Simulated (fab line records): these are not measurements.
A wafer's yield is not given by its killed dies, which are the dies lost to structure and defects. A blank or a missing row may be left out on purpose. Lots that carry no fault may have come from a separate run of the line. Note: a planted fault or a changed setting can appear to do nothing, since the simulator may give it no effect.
What tool caused it?    flow gf180mcu    13 lots, 39 wafers sampled, at 3 steps of a route of 602

## WHAT THE GAUGES READ, wafer by wafer
GF_LVPWELL_OVL_MEAS_07.
lot   measured     on          LVPWELL_OVL (nm)
L883  day 3 19:29  overlay-01  -0.8 -0.9 -0.2
L885  day 4 06:17  overlay-01  -0.8 -0.1 1.5
L887  day 4 19:22  overlay-01  -1.7 -0.7 -1.5
L891  day 5 18:00  overlay-01  -1.1 -2.1 -1.0
L892  day 5 23:10  overlay-01  -3.0 -1.6 -1.4
L898  day 7 10:03  overlay-02  -0.3 0.6 2.1
L899  day 7 14:54  overlay-01  0.0 0.7 -0.2
L900  day 7 19:13  overlay-01  2.4 1.7 0.2
L901  day 8 03:26  overlay-01  0.4 -0.5 2.1
L902  day 8 09:25  overlay-01  -1.9 -2.4 0.0
L903  day 8 13:55  overlay-02  0.3 1.9 0.0
L904  day 8 22:19  overlay-01  0.3 0.6 -1.9
L906  day 9 08:36  overlay-01  -0.3 -2.6 -1.1

## TOOL THAT RAN EACH LOT (tool first, then ch and the chambers of the sampled wafers, then the start)
lot   GF_STI_ETCH_14                   GF_NWELL_EXPOSE_04
L883  rie si-01 ch 0,2, day 2 01:21    iline stepper-01 ch 0, day 3 00:20
L885  rie si-01 ch 0,2,3, day 2 11:16  iline stepper-02 ch 0, day 3 11:22
L887  rie si-02 ch 0,1,3, day 2 21:38  iline stepper-02 ch 0, day 3 22:54
L891  rie si-02 ch 1,2,3, day 3 17:51  iline stepper-02 ch 0, day 4 19:56
L892  rie si-02 ch 1,2,3, day 3 23:25  iline stepper-01 ch 0, day 5 01:17
L898  rie si-01 ch 0,2,3, day 5 06:18  iline stepper-01 ch 0, day 6 10:44
L899  rie si-02 ch 1,2, day 5 12:42    iline stepper-01 ch 0, day 6 16:05
L900  rie si-02 ch 0,2,3, day 5 16:16  iline stepper-01 ch 0, day 6 18:38
L901  rie si-01 ch 0,1,2, day 5 22:03  iline stepper-01 ch 0, day 7 02:41
L902  rie si-01 ch 0,1, day 6 02:56    iline stepper-01 ch 0, day 7 09:26
L903  rie si-02 ch 0,1, day 6 09:05    iline stepper-01 ch 0, day 7 12:47
L904  rie si-02 ch 0,1,3, day 6 14:58  iline stepper-02 ch 0, day 7 21:41
L906  rie si-02 ch 0,2, day 7 01:50    iline stepper-01 ch 0, day 8 07:01
- GF_STI_ETCH_14: etches Si in HBr/Cl2/O2, target depth 360 nm, time 102.9 s.
- GF_NWELL_EXPOSE_04: exposes mask Nwell, target cd 860 nm.

## AS READ BY THE TOOLS THEMSELVES (means over the sampled wafers that have a number; for cases with no such wafer, the mark the record gives instead)
GF_STI_ETCH_14.
lot   tool       bias w (W)  chamber pressure mTorr (mTorr)  drypump motor current A (A)  oes product au (a.u.)  throttle valve pct (%)
L883  rie si-01  149.8       14.994                          5.6                          0.988                  25.665
L885  rie si-01  150.2       15.016                          5.7                          0.993                  25.666
L887  rie si-02  149.8       15.005                          6.0                          1.008                  25.653
L891  rie si-02  149.6       15.003                          5.8                          0.993                  25.662
L892  rie si-02  150.3       15.003                          5.8                          0.993                  25.659
L898  rie si-01  150.1       14.994                          5.8                          0.987                  25.664
L899  rie si-02  149.7       15.001                          5.9                          1.011                  25.654
L900  rie si-02  150.3       14.994                          6.0                          0.995                  25.653
L901  rie si-01  150.1       14.993                          6.0                          0.996                  25.659
L902  rie si-01  150.2       14.996                          6.0                          0.992                  25.665
L903  rie si-02  150.0       14.999                          6.2                          1.008                  25.651
L904  rie si-02  150.0       15.012                          6.1                          0.999                  25.646
L906  rie si-02  150.3       15.008                          6.4                          0.986                  25.661

## THE ANSWER, worked out from the rows above alone
Rule: what is usual is taken from the lots themselves. Put in order of their means at a reading, lots are off if they are a third of the lots or fewer, leave a main group of 4 or more, and stand apart from it by a gap of 3 or more times the standard deviation of the main group's means; of several such gaps the widest counts. A main group whose means are all the same, to the digits that the tables above print for the reading, isn't used. A lot without any number at a reading at which 4 lots or more have one is off too. The other lots that the step has rows for count as sound. The gauges are gone through in route order, then the tools' own readings, and for those a lot's mean is taken as printed above. The first step at which some lot is off is used, and at that step the reading that is off furthest; a lot without a number counts as furthest.
None of the lots is off at any reading shown; this tells nothing.

## WHAT HAD BEEN PUT IN BY THE SIMULATOR
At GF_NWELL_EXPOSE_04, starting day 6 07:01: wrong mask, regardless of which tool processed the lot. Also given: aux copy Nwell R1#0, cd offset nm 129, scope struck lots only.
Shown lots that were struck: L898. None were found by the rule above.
